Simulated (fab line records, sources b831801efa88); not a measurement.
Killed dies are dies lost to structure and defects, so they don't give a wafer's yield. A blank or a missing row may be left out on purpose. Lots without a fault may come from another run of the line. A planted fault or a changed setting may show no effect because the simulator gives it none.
One fault seen from 2 desks | flow sky130 | each desk has only its own numbers; what lay behind them comes last

THE METROLOGY DESK
What the gauges read, lot by lot, whatever tool the lot ran on: means of the sampled wafers that have a number. A lot is out of limits, marked OUT, if its mean lies more than 4 standard deviations from the usual mean; the brackets give that distance.
Columns: A = LDD_HVN_OVL at SKY_LDD_HVN_OVL_MEAS_07, usual -1.3 nm; B = METAL2_ALCU_RS at SKY_METAL2_RS_MEAS_05, usual 0.1269 ohm/sq; C = METAL2_ALCU_THK at SKY_METAL2_THK_MEAS_06, usual 247.9 nm
lot  | first seen here | A    | B                 | C
L276 | day 20 09:46    | 0.1  | 0.1259            | 248.6
L277 | day 20 13:47    | -1.8 | 0.1271            | 250.1
L280 | day 22 03:43    | -2.0 | 0.1284            | 243.3
L286 | day 23 23:11    | -0.1 | 0.1272            | 245.4
L287 | day 24 09:34    | -1.5 | 0.1404 (+9.0) OUT | 228.1 (-6.6) OUT
L288 | day 24 18:04    | -0.1 | 0.1383 (+7.6) OUT | 230.3 (-5.9) OUT
L291 | day 25 12:28    | -1.6 | 0.1247            | 253.5
L294 | day 26 21:38    | 0.1  | 0.1256            | 247.4
L295 | day 27 03:25    | -1.7 | 0.1275            | 248.0
L298 | day 27 23:20    | -0.8 | 0.1273            | 246.6
L299 | day 28 06:08    | -2.1 | 0.1272            | 249.1
This desk's finding: out of limits on L287, L288; first on L287, day 37 13:39 (METAL2_ALCU_RS at SKY_METAL2_RS_MEAS_05). In limits: L276, L277, L280, L286, L291, L294, L295, L298, L299.

THE TOOL OWNER'S DESK: pvd_sputter-01
The tool's own readings at SKY_METAL2_SPUTTER_02 (material AlCu, target thk 250 nm, time 13.3 s): means of the sampled wafers that have a number, for each lot that ran on this tool. A lot is out of limits, marked OUT, if its mean lies more than 4 standard deviations from the usual mean; the brackets give that distance.
Columns: A = throttle_valve_pct at SKY_METAL2_SPUTTER_02, usual 30.0 %
lot  | first seen here | A
L277 | day 34 12:47    | 30.0
L286 | day 37 08:13    | 30.0
L287 | day 37 13:34    | 30.0
L288 | day 37 20:41    | 29.3
L299 | day 40 23:23    | 30.5
This desk's finding: nothing out of limits on any of the 5 lots.

PUT TOGETHER
The metrology desk could have raised an alarm at day 37 13:39, on L287, L288.
The tool owner's desk saw nothing out of limits.
The tool owner's desk has L287, L288 on record, within its limits.
Of the lots named, all ran SKY_METAL2_SPUTTER_02 on pvd_sputter-01.

WHAT THE SIMULATOR HAD PUT IN
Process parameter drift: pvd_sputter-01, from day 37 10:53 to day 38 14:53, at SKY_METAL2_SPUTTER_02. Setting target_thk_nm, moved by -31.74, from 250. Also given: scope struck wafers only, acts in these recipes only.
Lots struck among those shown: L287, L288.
Hours from the fault's start to each desk's first reading out of limits: the metrology desk, 3.
